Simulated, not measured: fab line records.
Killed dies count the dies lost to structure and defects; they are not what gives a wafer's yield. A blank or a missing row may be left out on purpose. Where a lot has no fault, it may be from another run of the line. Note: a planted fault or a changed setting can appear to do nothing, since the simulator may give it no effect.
Chamber matching / flow sky130 / SKY_VIA2_CMP_02 on cmp-01: 4 sister chambers
The step polishes SiO2. 4 wafers are shown with their chamber, then 7 later ones without.

## WAFERS PAIRED WITH THEIR CHAMBERS
wafer=L667.2; chamber=1; motor current A (A)=11.7
wafer=L674.5; chamber=0; motor current A (A)=10.5
wafer=L675.2; chamber=3; motor current A (A)=11.4
wafer=L675.5; chamber=2; motor current A (A)=12.7

## WAFERS MISSING THEIR CHAMBER
wafer=L676.2; motor current A (A)=10.4
wafer=L676.4; motor current A (A)=10.6
wafer=L676.6; motor current A (A)=11.8
wafer=L679.4; motor current A (A)=11.7
wafer=L679.5; motor current A (A)=11.0
wafer=L679.6; motor current A (A)=10.4
wafer=L681.3; motor current A (A)=12.9

## CHAMBER TAKEN BY EACH
wafer=L676.2; from the rows above=0; in truth=0
wafer=L676.4; from the rows above=0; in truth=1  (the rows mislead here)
wafer=L676.6; from the rows above=can't be placed: 1 or 3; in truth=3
wafer=L679.4; from the rows above=can't be placed: 1 or 3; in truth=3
wafer=L679.5; from the rows above=can't be placed: 3 or 0 or 1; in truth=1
wafer=L679.6; from the rows above=0; in truth=0
wafer=L681.3; from the rows above=2; in truth=2
Correct placement for 3 of the 7. Can't be placed from these rows: 3 (the true chamber is among the candidates in 3). 1 placed wrongly.
How it was worked out, from the rows above alone: a wafer's distance from a chamber is the root of the sum, over the readings, of the square of ((its reading less the chamber's mean) divided by the reading's scatter). The wafer belongs to the nearest chamber; if the next one is less than 2 further off, it can't be placed. The mean given for a chamber averages the wafers shown for that chamber. The scatter: with one shown wafer a chamber, the root of the mean of the squares of how far each hidden wafer lies from its nearest shown one.
